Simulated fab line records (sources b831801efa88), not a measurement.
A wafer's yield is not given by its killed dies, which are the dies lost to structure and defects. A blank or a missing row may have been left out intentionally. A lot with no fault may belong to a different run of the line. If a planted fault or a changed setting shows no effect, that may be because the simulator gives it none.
fab line records -- flow sky130 -- part 1 of 2: steps 1 to 30 of 31
[record] lots = 6, wafers = 18, lastDay = 50
route steps=708 shown LI_CONTACT@375 LOCAL_INTERCONNECT@387 PAD_OPEN@708
lots untouched by any fault: they come from a run of this same line in which no faults occurred
startH: hours from the record's first day to the start of the lot's first wafer shown -- waitH: time in hours since the lot's previous step -- " same as the row above -- L1.1+2: one row covering several wafers at once -- - no value, or no start given -- * or withheld: withheld -- < > ~ a bound
route shown NAME@n: names a module that has steps shown in the file, with the first one's number in the route -- usual: mean/standard deviation of fault-free wafers -- same: alike in all rows -- chamber/n: place in a boat -- sites: each site's reading -- _std_site: the standard deviation of these -- _edge_site: outer sites' mean less inner sites' -- radiusMm: for every site, how far away it sits from the centre of the wafer -- mask NAME#n: copy n -- behind: the most recent tool/chamber to have shaped the wafer -- hold: cause of the lot's hold/its duration in hours/its outcome -- device: transistor that didn't switch, given as n, p or np -- end of line: the same wafers' tests at the end of the route -- step lacking rows: just its recipe -- killed: count of dies lost to structure and defects at first sort (not the wafer's yield) -- map: per-die view of a wafer (x killed, . not killed, _ where there is no die)
set.NAME: the setting as run; set.NAME@STEP: as run at that earlier step -- model.NAME: the simulator's own value behind a step, which no gauge read
certain route steps with their lots: each step a table, each wafer a row
services: a tool's chamber out of use, with start hour (startH, from the record's first day; less than 0 if before it), hours out, and reason
[[steps]]
[step SKY_LI_CONTACT_OVL_MEAS_13]
[usual] LI_CONTACT_OVL = 4/4.4
lot.wafer,tool,chamber,startH,waitH,LI_CONTACT_OVL[nm]
L196.2,overlay-01,-,710.39,0.1,12
L196.4,overlay-01,-,710.39,0.1,5
L196.5,overlay-01,-,710.39,0.1,-1
L199.3,overlay-01,-,729.92,0.1,13
L199.4,overlay-01,-,729.92,0.1,6
L199.6,overlay-01,-,729.92,0.1,1
L208.1,overlay-01,-,791.24,0.1,4
L208.4,overlay-01,-,791.24,0.1,0
L208.5,overlay-01,-,791.24,0.1,0
L209.1,overlay-01,-,800.09,0.1,-1
L209.3,overlay-01,-,800.09,0.1,2
L209.6,overlay-01,-,800.09,0.1,10
L211.3,overlay-02,-,811.50,0.1,-2
L211.5,overlay-02,-,811.50,0.1,-3
L211.6,overlay-02,-,811.50,0.1,1
L216.3,overlay-02,-,868.35,0.1,2
L216.5,overlay-02,-,868.35,0.1,-1
L216.6,overlay-02,-,868.35,0.1,0
[step SKY_LI_CONTACT_ETCH_14]
[recipe] chemistry = N2/H2, target = BARC, ionEnergyEv = 200, sourceW = 500, biasW = 100, pressureMtorr = 30, n2FlowSccm = 100, h2FlowSccm = 200, stopOn = SiO2, timeS = 45.9, targetDepthA = 600
[usual] drypumpMotorCurrentA = 5.9/0.66, oesProductAu = 0.854/0.0045, throttleValvePct = 13.224/0.0092
lot.wafer,tool,chamber,startH,waitH,drypumpMotorCurrentA,oesProductAu,rfHoursCounterH,throttleValvePct
L196.2,rieDiel-02,2,710.42,0.0,6.3,0.857,12,13.220
L196.4,rieDiel-02,2,710.42,0.0,6.4,0.856,-,13.233
L196.5,rieDiel-02,1,710.42,0.0,6.0,0.852,-,13.226
L199.3,rieDiel-03,2,729.94,0.0,5.3,0.851,11,13.231
L199.4,rieDiel-03,1,729.94,0.0,5.2,0.858,9,13.217
L199.6,rieDiel-03,1,729.94,0.0,5.2,0.862,-,13.223
L208.1,rieDiel-03,1,791.27,0.0,5.2,0.849,10,13.224
L208.4,rieDiel-03,2,791.27,0.0,5.3,0.854,12,13.223
L208.5,rieDiel-03,3,791.27,0.0,6.6,0.856,-,13.229
L209.1,rieDiel-03,2,800.12,0.0,5.2,0.847,13,13.232
L209.3,rieDiel-03,0,800.12,0.0,6.0,0.851,6,13.231
L209.6,rieDiel-03,3,800.12,0.0,6.7,0.857,-,13.225
L211.3,rieDiel-03,3,811.52,0.0,6.7,0.861,14,13.227
L211.5,rieDiel-03,3,811.52,0.0,6.7,0.844,-,13.238
L211.6,rieDiel-03,2,811.52,0.0,5.3,0.857,-,13.216
L216.3,rieDiel-02,1,868.37,0.0,6.0,0.854,16,13.219
L216.5,rieDiel-02,3,868.37,0.0,5.7,0.852,-,13.217
L216.6,rieDiel-02,2,868.37,0.0,6.3,0.853,-,13.236
[step SKY_LI_CONTACT_ETCH_15]
[recipe] target = PSG, chemistry = C4F8/O2/Ar, stopOn = Si, taperDeg = 4.15, maskMaterial = KrF-thick, sourceW = 1500, biasW = 1200, pressureMtorr = 40, c4f8FlowSccm = withheld, O2_flow_sccm = 6, Ar_flow_sccm = 300, timeS = withheld, targetDepthA = 6000
[step SKY_LI_CONTACT_STRIP_16]
[recipe] chemistry = O2/N2, powerW = 1400, pressureMtorr = 1500, platenTempC = withheld, o2FlowSccm = 3000, n2FlowSccm = 300, overashFraction = 0.5
[step SKY_LI_CONTACT_CLEAN_17]
[recipe] chemistry = NMP, timeS = 600, tempC = 60, dry = n2Spin
[step SKY_LI_CONTACT_PRE_CLEAN_18]
[recipe] gas = Ar, timeS = 5.6, biasV = 358
[step SKY_LI_CONTACT_SPUTTER_19]
[recipe] material = Ti, targetThkNm = 20, chamberPressurePa = 5, powerW = 2500, substrateTempC = 200, timeS = 106.37
[usual] cathodeDcPowerW = 2500.0/0.43, throttleValvePct = 30.1/1.1
lot.wafer,tool,chamber,startH,waitH,cathodeDcPowerW,throttleValvePct
L196.2,pvdSputter-04,-,711.02,0.0,2500.1,30.8
L196.4,pvdSputter-04,-,711.02,0.0,2499.8,29.6
L196.5,pvdSputter-04,-,711.02,0.0,2499.7,30.4
L199.3,pvdSputter-04,-,730.38,0.0,2500.1,29.7
L199.4,pvdSputter-04,-,730.38,0.0,2501.0,31.0
L199.6,pvdSputter-04,-,730.38,0.0,2499.9,30.9
L208.1,pvdSputter-03,-,791.69,0.0,2500.1,31.2
L208.4,pvdSputter-03,-,791.69,0.0,2500.3,29.0
L208.5,pvdSputter-03,-,791.69,0.0,2499.9,31.3
L209.1,pvdSputter-04,-,800.54,0.0,2500.3,30.6
L209.3,pvdSputter-04,-,800.54,0.0,2500.4,29.6
L209.6,pvdSputter-04,-,800.54,0.0,2499.6,30.7
L211.3,pvdSputter-04,-,811.94,0.0,2499.9,30.5
L211.5,pvdSputter-04,-,811.94,0.0,2500.1,30.7
L211.6,pvdSputter-04,-,811.94,0.0,2500.6,30.4
L216.3,pvdSputter-03,-,868.81,0.0,2500.5,30.2
L216.5,pvdSputter-03,-,868.81,0.0,2500.0,29.5
L216.6,pvdSputter-03,-,868.81,0.0,2500.5,28.8
[step SKY_LI_CONTACT_SPUTTER_20]
[recipe] material = TiN, targetThkNm = 20, chamberPressurePa = 5, powerW = 4000, timeS = 80
[step SKY_LI_CONTACT_CVD_21]
[recipe] material = W, targetThkNm = 400, timeS = 120.56, tempC = 400, pressureTorr = 40
[usual] heaterPowerW = 939/75
lot.wafer,tool,chamber,startH,waitH,heaterPowerW
L196.2,cvdW-01,1,711.16,0.0,902
L196.4,cvdW-01,0,711.16,0.0,866
L196.5,cvdW-01,1,711.16,0.0,927
L199.3,cvdW-02,0,730.56,0.1,900
L199.4,cvdW-02,1,730.56,0.1,1036
L199.6,cvdW-02,0,730.56,0.1,921
L208.1,cvdW-02,0,791.83,0.0,910
L208.4,cvdW-02,0,791.83,0.0,921
L208.5,cvdW-02,0,791.83,0.0,900
L209.1,cvdW-02,0,800.68,0.0,914
L209.3,cvdW-02,1,800.68,0.0,1056
L209.6,cvdW-02,0,800.68,0.0,938
L211.3,cvdW-02,0,812.12,0.1,890
L211.5,cvdW-02,0,812.12,0.1,903
L211.6,cvdW-02,1,812.12,0.1,1048
L216.3,cvdW-02,1,868.99,0.1,1043
L216.5,cvdW-02,0,868.99,0.1,903
L216.6,cvdW-02,1,868.99,0.1,1052
[step SKY_LI_CONTACT_RS_MEAS_22]
[recipe] thkMeasGauge = four-point-probe, reads = W_of_LI_CONTACT_CVD_21+TiN_of_LI_CONTACT_SPUTTER_20+Ti_of_LI_CONTACT_SPUTTER_19
[usual] LI_CONTACT_W_RS = 0.288/0.0034
lot.wafer,tool,chamber,startH,waitH,LI_CONTACT_W_RS[ohm/sq]
L196.2,filmMetro-01,-,711.30,0.1,0.279
L196.4,filmMetro-01,-,711.30,0.1,0.288
L196.5,filmMetro-01,-,711.30,0.1,0.282
L199.3,filmMetro-01,-,730.68,0.1,0.287
L199.4,filmMetro-01,-,730.68,0.1,0.286
L199.6,filmMetro-01,-,730.68,0.1,0.287
L208.1,filmMetro-04,-,791.96,0.1,0.289
L208.4,filmMetro-04,-,791.96,0.1,0.293
L208.5,filmMetro-04,-,791.96,0.1,0.289
L209.1,filmMetro-03,-,800.81,0.1,0.291
L209.3,filmMetro-03,-,800.81,0.1,0.290
L209.6,filmMetro-03,-,800.81,0.1,0.288
L211.3,filmMetro-03,-,812.25,0.1,0.290
L211.5,filmMetro-03,-,812.25,0.1,0.293
L211.6,filmMetro-03,-,812.25,0.1,0.293
L216.3,filmMetro-04,-,869.11,0.1,0.291
L216.5,filmMetro-04,-,869.11,0.1,0.286
L216.6,filmMetro-04,-,869.11,0.1,0.288
[step SKY_LI_CONTACT_THK_MEAS_23]
[recipe] thkMeasGauge = xrf, reads = W_of_LI_CONTACT_CVD_21
[usual] LI_CONTACT_W_THK = 394/6.2
lot.wafer,tool,chamber,startH,waitH,LI_CONTACT_W_THK[nm]
L196.2,filmMetro-01,-,711.41,0.1,409
L196.4,filmMetro-01,-,711.41,0.1,395
L196.5,filmMetro-01,-,711.41,0.1,404
L199.3,filmMetro-01,-,730.78,0.1,394
L199.4,filmMetro-01,-,730.78,0.1,394
L199.6,filmMetro-01,-,730.78,0.1,394
L208.1,filmMetro-04,-,792.08,0.1,383
L208.4,filmMetro-04,-,792.08,0.1,378
L208.5,filmMetro-04,-,792.08,0.1,382
L209.1,filmMetro-03,-,800.93,0.1,390
L209.3,filmMetro-03,-,800.93,0.1,391
L209.6,filmMetro-03,-,800.93,0.1,396
L211.3,filmMetro-03,-,812.35,0.1,391
L211.5,filmMetro-03,-,812.35,0.1,389
L211.6,filmMetro-03,-,812.35,0.1,384
L216.3,filmMetro-04,-,869.21,0.1,381
L216.5,filmMetro-04,-,869.21,0.1,386
L216.6,filmMetro-04,-,869.21,0.1,383
[step SKY_LI_CONTACT_CMP_24]
[recipe] stopOn = PSG, tOverpolishS = 20, downForcePsi = 3.5, platenRpm = 60, targetThkNm = 0, padVelocityMS = 0.94248
[usual] motorCurrentA = 10.7/0.99, overpolishRunS = 19.998/0.0086, timeToEndpointS = 94/4.1
lot.wafer,tool,chamber,startH,waitH,motorCurrentA,overpolishRunS,timeToEndpointS
L196.4,cmp-01,0,711.46,0.0,10.2,19.988,96
L196.2,cmp-01,2,711.46,0.0,11.3,19.996,95
L196.5,cmp-01,0,711.46,0.0,9.9,19.991,96
L199.4,cmp-01,3,731.18,0.4,9.9,20.001,96
L199.3,cmp-01,0,731.18,0.4,9.7,19.993,93
L199.6,cmp-01,1,731.18,0.4,10.3,19.998,93
L208.1,cmp-01,0,792.19,0.1,10.3,20.006,89
L208.4,cmp-01,1,792.19,0.1,10.5,19.977,95
L208.5,cmp-01,0,792.19,0.1,10.3,19.993,90
L209.3,cmp-02,3,800.99,0.0,12.1,19.999,92
L209.1,cmp-02,2,800.99,0.0,10.0,19.984,88
L209.6,cmp-02,3,800.99,0.0,12.6,20.004,93
L211.3,cmp-01,3,812.44,0.1,10.2,19.986,95
L211.6,cmp-01,2,812.44,0.1,11.7,19.995,87
L211.5,cmp-01,3,812.44,0.1,9.9,19.979,93
L216.3,cmp-02,2,869.40,0.2,10.3,20.004,92
L216.6,cmp-02,3,869.40,0.2,12.5,19.998,96
L216.5,cmp-02,0,869.40,0.2,10.5,19.985,97
[step SKY_LOCAL_INTERCONNECT_SPUTTER_00]
[recipe] material = TiN, targetThkNm = 100, tempC = 300, powerW = 6500, timeS = 83.3, chamberPressurePa = 0.4
[usual] cathodeDcPowerW = 6500.1/1.2, throttleValvePct = 30.1/1.3
lot.wafer,tool,chamber,startH,waitH,cathodeDcPowerW,throttleValvePct,model.TiN_of_LOCAL_INTERCONNECT_SPUTTER_00.thkNm
L196.2,pvdSputter-02,-,711.76,0.1,6499.4,28.7,104.6
L196.4,pvdSputter-02,-,711.76,0.1,6500.8,32.5,104.1
L196.5,pvdSputter-02,-,711.76,0.1,6500.7,32.6,104
L199.3,pvdSputter-02,-,731.38,0.1,6500.1,27.7,104.6
L199.4,pvdSputter-02,-,731.38,0.1,6500.5,32.7,105.2
L199.6,pvdSputter-02,-,731.38,0.1,6499.7,29.7,105.6
L208.1,pvdSputter-01,-,792.44,0.2,6500.7,29.2,99.21
L208.4,pvdSputter-01,-,792.44,0.2,6500.7,31.3,100.2
L208.5,pvdSputter-01,-,792.44,0.2,6501.0,30.4,100.3
L209.1,pvdSputter-02,-,801.29,0.1,6500.1,27.9,98.11
L209.3,pvdSputter-02,-,801.29,0.1,6502.2,29.6,100.1
L209.6,pvdSputter-02,-,801.29,0.1,6502.1,32.7,99.39
L211.3,pvdSputter-03,-,812.69,0.2,6499.7,29.4,97.91
L211.5,pvdSputter-03,-,812.69,0.2,6498.2,29.6,98.3
L211.6,pvdSputter-03,-,812.69,0.2,6499.4,31.4,98.74
L216.3,pvdSputter-01,-,869.55,0.1,6499.7,30.4,98.58
L216.5,pvdSputter-01,-,869.55,0.1,6498.6,29.5,97.84
L216.6,pvdSputter-01,-,869.55,0.1,6500.9,30.8,97.5
[step SKY_LOCAL_INTERCONNECT_RS_MEAS_01]
[recipe] thkMeasGauge = four-point-probe, reads = TiN_of_LOCAL_INTERCONNECT_SPUTTER_00
[usual] LOCAL_INTERCONNECT_TIN_RS = 14.23/0.17
lot.wafer,tool,chamber,startH,waitH,LOCAL_INTERCONNECT_TIN_RS[ohm/sq]
L196.2,filmMetro-02,-,711.84,0.1,13.53
L196.4,filmMetro-02,-,711.84,0.1,13.59
L196.5,filmMetro-02,-,711.84,0.1,13.61
L199.3,filmMetro-01,-,731.49,0.1,13.50
L199.4,filmMetro-01,-,731.49,0.1,13.42
L199.6,filmMetro-01,-,731.49,0.1,13.37
L208.1,filmMetro-02,-,792.50,0.0,14.31
L208.4,filmMetro-02,-,792.50,0.0,14.13
L208.5,filmMetro-02,-,792.50,0.0,14.13
L209.1,filmMetro-02,-,801.35,0.0,14.48
L209.3,filmMetro-02,-,801.35,0.0,14.16
L209.6,filmMetro-02,-,801.35,0.0,14.22
L211.3,filmMetro-02,-,812.79,0.1,14.47
L211.5,filmMetro-02,-,812.79,0.1,14.44
L211.6,filmMetro-02,-,812.79,0.1,14.39
L216.3,filmMetro-02,-,869.66,0.1,14.39
L216.5,filmMetro-02,-,869.66,0.1,14.50
L216.6,filmMetro-02,-,869.66,0.1,14.55
[step SKY_LOCAL_INTERCONNECT_THK_MEAS_02]
[recipe] thkMeasGauge = xrf, reads = TiN_of_LOCAL_INTERCONNECT_SPUTTER_00
[usual] LOCAL_INTERCONNECT_TIN_THK = 100.3/1.1
lot.wafer,tool,chamber,startH,waitH,LOCAL_INTERCONNECT_TIN_THK[nm]
L196.2,filmMetro-02,-,711.95,0.1,105.6
L196.4,filmMetro-02,-,711.95,0.1,104.7
L196.5,filmMetro-02,-,711.95,0.1,104.6
L199.3,filmMetro-01,-,731.59,0.1,105.0
L199.4,filmMetro-01,-,731.59,0.1,106.2
L199.6,filmMetro-01,-,731.59,0.1,106.9
L208.1,filmMetro-02,-,792.62,0.1,99.9
L208.4,filmMetro-02,-,792.62,0.1,101.4
L208.5,filmMetro-02,-,792.62,0.1,101.2
L209.1,filmMetro-02,-,801.47,0.1,98.9
L209.3,filmMetro-02,-,801.47,0.1,101.1
L209.6,filmMetro-02,-,801.47,0.1,100.2
L211.3,filmMetro-02,-,812.89,0.1,98.9
L211.5,filmMetro-02,-,812.89,0.1,99.2
L211.6,filmMetro-02,-,812.89,0.1,100.2
L216.3,filmMetro-02,-,869.76,0.1,99.5
L216.5,filmMetro-02,-,869.76,0.1,98.5
L216.6,filmMetro-02,-,869.76,0.1,98.1
[step SKY_LOCAL_INTERCONNECT_DEHYDRATE_03]
[recipe] tempC = 200, timeS = 60
[step SKY_LOCAL_INTERCONNECT_HMDS_04]
[recipe] primeTimeS = 60, primeTempC = 120
[step SKY_LOCAL_INTERCONNECT_COAT_05]
[recipe] resist = BARC, tempC = withheld, timeS = withheld, spinRpm = 3000, resistThkNm = 60
[step SKY_LOCAL_INTERCONNECT_COAT_06]
[recipe] resist = KrF-thick, spinRpm = 3000, resistThkNm = 450
[step SKY_LOCAL_INTERCONNECT_SOFTBAKE_07]
[recipe] tempC = 100, timeS = 90, resist = KrF-thick
[step SKY_LOCAL_INTERCONNECT_EXPOSE_08]
[recipe] maskId = LI1M, na = 0.8, sourceShape = annular, sigmaInner = 0.55, sigmaOuter = 0.85, targetCdNm = 170, doseMj = 28
[step SKY_LOCAL_INTERCONNECT_PEB_09]
[recipe] pebTempC = withheld, pebTimeS = withheld, resist = KrF-thick
[step SKY_LOCAL_INTERCONNECT_DEVELOP_10]
[recipe] developTimeS = 60, resist = KrF-thick, devTempC = 21
[step SKY_LOCAL_INTERCONNECT_CD_MEAS_11]
[recipe] targetCdNm = 170
[usual] cdNm = 169.5/1.4
lot.wafer,tool,chamber,startH,waitH,cdNm
L196.2,cdSem-01,-,739.49,-,168.2
L196.4,cdSem-01,-,739.49,-,168.6
L196.5,cdSem-01,-,739.49,-,166.3
L199.3,cdSem-01,-,758.59,-,170.2
L199.4,cdSem-01,-,758.59,-,171.0
L199.6,cdSem-01,-,758.59,-,171.0
L208.1,cdSem-01,-,818.99,-,168.0
L208.4,cdSem-01,-,818.99,-,168.4
L208.5,cdSem-01,-,818.99,-,168.4
L209.1,cdSem-02,-,827.81,-,168.5
L209.3,cdSem-02,-,827.81,-,168.7
L209.6,cdSem-02,-,827.81,-,167.6
L211.3,cdSem-02,-,837.56,-,169.5
L211.5,cdSem-02,-,837.56,-,171.0
L211.6,cdSem-02,-,837.56,-,168.9
L216.3,cdSem-01,-,895.59,-,167.1
L216.5,cdSem-01,-,895.59,-,168.6
L216.6,cdSem-01,-,895.59,-,168.3
[step SKY_LOCAL_INTERCONNECT_OVL_MEAS_12]
[usual] LOCAL_INTERCONNECT_OVL = -1/5.3
lot.wafer,tool,chamber,startH,waitH,LOCAL_INTERCONNECT_OVL[nm]
L196.2,overlay-02,-,739.59,0.1,-3
L196.4,overlay-02,-,739.59,0.1,1
L196.5,overlay-02,-,739.59,0.1,-9
L199.3,overlay-01,-,758.68,0.1,5
L199.4,overlay-01,-,758.68,0.1,1
L199.6,overlay-01,-,758.68,0.1,8
L208.1,overlay-02,-,819.11,0.1,-4
L208.4,overlay-02,-,819.11,0.1,3
L208.5,overlay-02,-,819.11,0.1,-1
L209.1,overlay-02,-,827.93,0.1,-7
L209.3,overlay-02,-,827.93,0.1,-5
L209.6,overlay-02,-,827.93,0.1,-4
L211.3,overlay-01,-,837.65,0.1,3
L211.5,overlay-01,-,837.65,0.1,13
L211.6,overlay-01,-,837.65,0.1,7
L216.3,overlay-02,-,895.68,0.1,4
L216.5,overlay-02,-,895.68,0.1,0
L216.6,overlay-02,-,895.68,0.1,-3
[step SKY_LOCAL_INTERCONNECT_ETCH_13]
[recipe] chemistry = N2/H2, target = BARC, ionEnergyEv = 200, biasW = 100, pressureMtorr = 30, n2FlowSccm = 100, h2FlowSccm = 200, icpW = 500, stopOn = SiO2, timeS = 45.9, targetDepthA = 600
[usual] drypumpMotorCurrentA = 5.7/0.55, oesProductAu = 0.854/0.005, throttleValvePct = 13.225/0.0096
lot.wafer,tool,chamber,startH,waitH,drypumpMotorCurrentA,oesProductAu,rfHoursCounterH,throttleValvePct
L196.2,rieMetal-01,1,739.64,0.0,5.4,0.854,-,13.220
L196.4,rieMetal-01,1,739.64,0.0,5.4,0.854,-,13.232
L196.5,rieMetal-01,1,739.64,0.0,5.4,0.851,-,13.228
L199.3,rieMetal-01,0,758.72,0.0,5.4,0.846,-,13.221
L199.4,rieMetal-01,1,758.72,0.0,5.3,0.848,-,13.212
L199.6,rieMetal-01,0,758.72,0.0,5.4,0.860,-,13.244
L208.1,rieMetal-03,0,819.15,0.0,6.2,0.851,2,13.219
L208.4,rieMetal-03,0,819.15,0.0,6.2,0.848,-,13.230
L208.5,rieMetal-03,1,819.15,0.0,5.0,0.848,-,13.225
L209.1,rieMetal-04,1,827.97,0.0,5.6,0.852,15,13.225
L209.3,rieMetal-04,1,827.97,0.0,5.6,0.852,-,13.220
L209.6,rieMetal-04,1,827.97,0.0,5.6,0.854,-,13.242
L211.3,rieMetal-04,1,837.69,0.0,5.6,0.856,-,13.226
L211.5,rieMetal-04,0,837.69,0.0,6.5,0.863,-,13.226
L211.6,rieMetal-04,1,837.69,0.0,5.6,0.849,-,13.217
L216.3,rieMetal-01,0,895.72,0.0,5.4,0.858,-,13.226
L216.5,rieMetal-01,1,895.72,0.0,5.3,0.857,-,13.212
L216.6,rieMetal-01,0,895.72,0.0,5.4,0.860,-,13.220
[step SKY_LOCAL_INTERCONNECT_METAL_ETCH_14]
[recipe] targetDepthNm = 110, stopOn = PSG, chemistry = Cl2/BCl3, target = TiN, resistSidewallDeg = 88, pressureMtorr = 10, icpW = 900, biasW = 48.5, Cl2_flow_sccm = 60, bcl3FlowSccm = 30, timeS = 31.4
[usual] drypumpMotorCurrentA = 5.7/0.54, oesProductAu = 0.938/0.0074, throttleValvePct = 21.904/0.0097
lot.wafer,tool,chamber,startH,waitH,drypumpMotorCurrentA,oesProductAu,rfHoursCounterH,throttleValvePct,model.LOCAL_INTERCONNECT.featureDepthNm,model.etch.depthNm
L196.2,rieMetal-01,1,739.77,0.1,5.4,0.968,-,21.896,-,-
L196.4,rieMetal-01,1,739.77,0.1,5.4,0.968,-,21.884,-,-
L196.5,rieMetal-01,1,739.77,0.1,5.4,0.966,-,21.876,-,-
L199.3,rieMetal-01,0,758.78,0.0,5.4,0.966,-,21.881,-,-
L199.4,rieMetal-01,1,758.78,0.0,5.4,0.964,-,21.887,105.2,105.2
L199.6,rieMetal-01,0,758.78,0.0,5.4,0.978,-,21.888,105.6,105.6
L208.1,rieMetal-03,0,819.21,0.0,6.3,0.938,2,21.920,99.21,99.21
L208.4,rieMetal-03,0,819.21,0.0,6.3,0.939,-,21.895,100.2,100.2
L208.5,rieMetal-03,1,819.21,0.0,5.0,0.946,-,21.894,100.3,100.3
L209.1,rieMetal-04,1,828.03,0.0,5.6,0.926,15,21.909,98.11,98.11
L209.3,rieMetal-04,1,828.03,0.0,5.6,0.942,-,21.898,100.1,100.1
L209.6,rieMetal-04,1,828.03,0.0,5.6,0.934,-,21.899,99.39,99.39
L211.3,rieMetal-04,1,837.75,0.0,5.6,0.929,-,21.922,97.91,97.91
L211.5,rieMetal-04,0,837.75,0.0,6.4,0.930,-,21.905,98.3,98.3
L211.6,rieMetal-04,1,837.75,0.0,5.6,0.935,-,21.911,98.74,98.74
L216.3,rieMetal-01,0,895.78,0.0,5.4,0.931,-,21.888,98.58,98.58
L216.5,rieMetal-01,1,895.78,0.0,5.4,0.934,-,21.892,97.84,97.84
L216.6,rieMetal-01,0,895.78,0.0,5.4,0.921,-,21.926,97.5,97.5
[step SKY_LOCAL_INTERCONNECT_STRIP_15]
[recipe] chemistry = O2/N2, powerW = 1400, pressureMtorr = 1500, platenTempC = withheld, o2FlowSccm = 3000, n2FlowSccm = 300, overashFraction = 0.5
[step SKY_LOCAL_INTERCONNECT_STRIP_16]
[recipe] chemistry = postEtchResidueRemover, timeS = 1200, tempC = 72.5
[usual] tempC = 72.47/0.14
lot.wafer,tool,chamber,startH,waitH,tempC,model.TiN_of_LOCAL_INTERCONNECT_SPUTTER_00.thkNm
L196.2,wetBench-01,0,739.95,0.1,72.26,104.2
L196.4,wetBench-01,0,739.95,0.1,72.27,103.6
L196.5,wetBench-01,0,739.95,0.1,72.41,103.6
L199.3,wetBench-02,3,758.92,0.0,72.20,104.2
L199.4,wetBench-02,3,758.92,0.0,72.28,104.7
L199.6,wetBench-02,3,758.92,0.0,72.45,105.2
L208.1,wetBench-03,3,819.37,0.1,72.37,98.79
L208.4,wetBench-03,3,819.37,0.1,72.45,99.77
L208.5,wetBench-03,3,819.37,0.1,72.41,99.9
L209.1,wetBench-01,0,828.18,0.1,72.36,97.69
L209.3,wetBench-01,0,828.18,0.1,72.61,99.71
L209.6,wetBench-01,0,828.18,0.1,72.27,98.97
L211.3,wetBench-02,1,837.89,0.0,72.29,97.49
L211.5,wetBench-02,1,837.89,0.0,72.38,97.88
L211.6,wetBench-02,1,837.89,0.0,72.37,98.32
L216.3,wetBench-02,3,895.92,0.0,72.76,98.16
L216.5,wetBench-02,3,895.92,0.0,72.65,97.41
L216.6,wetBench-02,3,895.92,0.0,72.51,97.08
[step SKY_LOCAL_INTERCONNECT_CLEAN_17]
[recipe] chemistry = IPA, timeS = 180, tempC = 25
[[key]]
[firstSign] step = SKY_LOCAL_INTERCONNECT_RS_MEAS_01, reading = LOCAL_INTERCONNECT_TIN_RS, direction = down, sigmas = 4.3, usual = 14.23, struck = 13.50
[effect] step = SKY_LOCAL_INTERCONNECT_THK_MEAS_02, reading = LOCAL_INTERCONNECT_TIN_THK, direction = up, sigmas = 4.6, usual = 100.3, struck = 105.5
[effect] step = SKY_LOCAL_INTERCONNECT_METAL_ETCH_14, reading = oesProductAu, direction = up, sigmas = 4.1, usual = 0.938, struck = 0.968
[modelEffect] step = SKY_LOCAL_INTERCONNECT_SPUTTER_00, value = TiN_of_LOCAL_INTERCONNECT_SPUTTER_00.thkNm, without = 99.67, struck = 104.7
[modelEffect] step = SKY_LOCAL_INTERCONNECT_METAL_ETCH_14, value = LOCAL_INTERCONNECT.featureDepthNm, without = 100.4, struck = 105.4
[modelEffect] step = SKY_LOCAL_INTERCONNECT_STRIP_16, value = TiN_of_LOCAL_INTERCONNECT_SPUTTER_00.thkNm, without = 99.25, struck = 104.2
[modelEffect] step = SKY_PAD_OPEN_PROBE_99, value = etest.resLi.lineOhmUm, without = 75.51, struck = 71.93
metAt SKY_LOCAL_INTERCONNECT_SPUTTER_00
struckWafers L196.2,L196.4,L196.5,L199.3,L199.4,L199.6
testerLeftOut L196,L199
[fault] kind = processParameterDrift, tool = pvdSputter-02, chamber = -, onsetH = 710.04, steps = SKY_LOCAL_INTERCONNECT_SPUTTER_00, channel = targetThkNm, offset = 4.9998, shape = step, endH = 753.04, actsIn = theseRecipesOnly, stated = 100
// testerLeftOut: of these lots the tester's yield and bins aren't shown, on N5 and GAA mostly nor the transistor test; their killed dies are dies lost to structure and defects alone, not to doping, threshold or leakage, so they don't give the yield
